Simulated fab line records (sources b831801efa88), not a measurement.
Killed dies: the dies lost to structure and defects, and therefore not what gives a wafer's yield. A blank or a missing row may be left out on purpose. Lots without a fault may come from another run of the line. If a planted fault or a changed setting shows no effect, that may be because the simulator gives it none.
Which tool is to blame? :: flow gf180mcu :: 7 lots, 21 wafers sampled, at 2 steps of a route of 602

## WHAT EACH GAUGE READ, for each wafer
GF_DUAL_GATE_THK_MEAS_03.
lot: L299
measured: day 8 04:55
on: film_metro-03
DUAL_GATE_OXIDATION_00_THK (nm): 11.13 11.00 10.97

lot: L301
measured: day 8 19:40
on: film_metro-03
DUAL_GATE_OXIDATION_00_THK (nm): 10.63 10.41 10.66

lot: L304
measured: day 9 16:02
on: film_metro-03
DUAL_GATE_OXIDATION_00_THK (nm): 10.78 10.60 10.59

lot: L306
measured: day 10 02:46
on: film_metro-04
DUAL_GATE_OXIDATION_00_THK (nm): 10.74 10.74 10.90

lot: L308
measured: day 10 18:16
on: film_metro-04
DUAL_GATE_OXIDATION_00_THK (nm): 10.75 10.79 10.64

lot: L312
measured: day 11 20:25
on: film_metro-04
DUAL_GATE_OXIDATION_00_THK (nm): 9.17 9.38 9.10

lot: L319
measured: day 13 22:23
on: film_metro-01
DUAL_GATE_OXIDATION_00_THK (nm): 10.71 10.71 10.95

## TOOL THAT RAN EACH LOT (tool first, then ch and the chambers of the sampled wafers, then the start)
lot: L299
GF_DUAL_GATE_OXIDATION_02: furnace-01 ch 0, day 8 03:28

lot: L301
GF_DUAL_GATE_OXIDATION_02: furnace-02 ch 0, day 8 18:13

lot: L304
GF_DUAL_GATE_OXIDATION_02: furnace-01 ch 0, day 9 14:35

lot: L306
GF_DUAL_GATE_OXIDATION_02: furnace-02 ch 0, day 10 01:19

lot: L308
GF_DUAL_GATE_OXIDATION_02: furnace-02 ch 0, day 10 16:50

lot: L312
GF_DUAL_GATE_OXIDATION_02: furnace-02 ch 0, day 11 18:58

lot: L319
GF_DUAL_GATE_OXIDATION_02: furnace-01 ch 0, day 13 20:56
- GF_DUAL_GATE_OXIDATION_02: stabilise 600 s, purge 300 s, target thk 10.887 nm.

## THE ANSWER, worked out from the rows above alone
Rule: the usual values come from the lots themselves. Put in order of their means at a reading, lots are off if they are a third of the lots or fewer, leave a main group of 4 or more, and stand apart from it by a gap of 3 or more times the standard deviation of the main group's means; of several such gaps the widest counts. Not used: any main group whose means are identical at the precision the tables above print for the reading. Also off: a lot with no number at a reading for which 4 or more lots have one. Where the step has rows for the other lots, those lots are counted as sound.
Off: L312, at GF_DUAL_GATE_THK_MEAS_03 (DUAL_GATE_OXIDATION_00_THK). The main group has a mean of 10.76 nm with a standard deviation of 0.14.
A tool fits if, at a process step before that reading, it ran every lot that is off, and no sound lot after the first of them. Gauges at GF_DUAL_GATE_THK_MEAS_03: tried the same way as those tools. Undecided on this evidence; 2 tools fit (furnace-02 at GF_DUAL_GATE_OXIDATION_02, film_metro-04 at GF_DUAL_GATE_THK_MEAS_03).

## WHAT THE SIMULATOR PUT IN
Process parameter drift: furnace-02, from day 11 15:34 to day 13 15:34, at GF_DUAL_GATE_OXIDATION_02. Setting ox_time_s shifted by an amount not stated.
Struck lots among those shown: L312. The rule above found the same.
